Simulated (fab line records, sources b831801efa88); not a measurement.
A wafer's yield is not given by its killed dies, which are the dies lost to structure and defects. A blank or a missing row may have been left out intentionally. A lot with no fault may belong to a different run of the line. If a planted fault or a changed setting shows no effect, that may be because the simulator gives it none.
A single fault, viewed from 2 desks | flow gf180mcu | what lay behind the numbers comes last; until then each desk has only its own

== THE METROLOGY DESK ==
Means of the sampled wafers that have a number, per lot and without regard to the tool the lot ran on: this is what the gauges read. A lot is out of limits, marked OUT, if its mean lies more than 4 standard deviations from the usual mean; the brackets give that distance.
Columns: A = MIM_ALCU_RS at GF_MIM_RS_MEAS_10, usual 0.1596 ohm/sq; B = TOP_METAL_ALCU_RS at GF_TOP_METAL_RS_MEAS_05, usual 0.0326 ohm/sq
lot  | first seen here | A      | B
L256 | day 25 00:49    | 0.1608 | 0.0326
L257 | day 25 09:22    | 0.1600 | 0.0322
L259 | day 25 18:21    | 0.1590 | 0.0324
L261 | day 26 14:05    | 0.1566 | 0.0330
L262 | day 26 15:59    | 0.1612 | 0.0325
L263 | day 27 06:13    | 0.1598 | 0.0332
L266 | day 28 02:01    | 0.1576 | 0.0329
L268 | day 28 20:09    | 0.1595 | 0.0325
L271 | day 29 14:48    | 0.1606 | 0.0328
L273 | day 30 04:02    | 0.1602 | 0.0332
L275 | day 30 18:57    | 0.1617 | 0.0325
L278 | day 31 10:30    | 0.1561 | 0.0326
This desk's finding: nothing out of limits on any of the 12 lots.

== THE TOOL OWNER'S DESK: lithoTrack-03 ==
The tool's own readings at GF_PASSIVATION_COAT_06 (resist thk 4000 nm): means of the sampled wafers that have a number, for each lot that ran on this tool. A lot is out of limits, marked OUT, if its mean lies more than 4 standard deviations from the usual mean; the brackets give that distance.
Columns: A = spinSpeedRpm at GF_PASSIVATION_COAT_06, usual 2000.1 rpm
lot  | first seen here | A
L259 | day 29 15:08    | 1999.8
L261 | day 30 10:02    | 2000.5
L263 | day 30 23:52    | 1999.8
L268 | day 32 09:17    | 2082.2 (+68) OUT
L271 | day 33 02:04    | 2084.2 (+70) OUT
Finding of this desk: L268, L271 out of limits; the first was L268 at day 32 09:17, on spinSpeedRpm at GF_PASSIVATION_COAT_06. Within limits: L259, L261, L263.

== TAKEN TOGETHER ==
On L268, L271, at day 32 09:17, an alarm was possible from the tool owner's desk.
At the metrology desk, nothing out of limits was observed.
The metrology desk has L268, L271 on record, within its limits.
All the named lots went through GF_PASSIVATION_COAT_06 on lithoTrack-03.

== WHAT THE SIMULATOR PUT IN ==
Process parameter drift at GF_PASSIVATION_COAT_06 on lithoTrack-03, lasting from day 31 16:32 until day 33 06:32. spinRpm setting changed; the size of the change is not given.
Shown lots that were struck: L268, L271.
How many hours passed from the start of the fault until each desk's first out-of-limits reading: the tool owner's desk, 17.
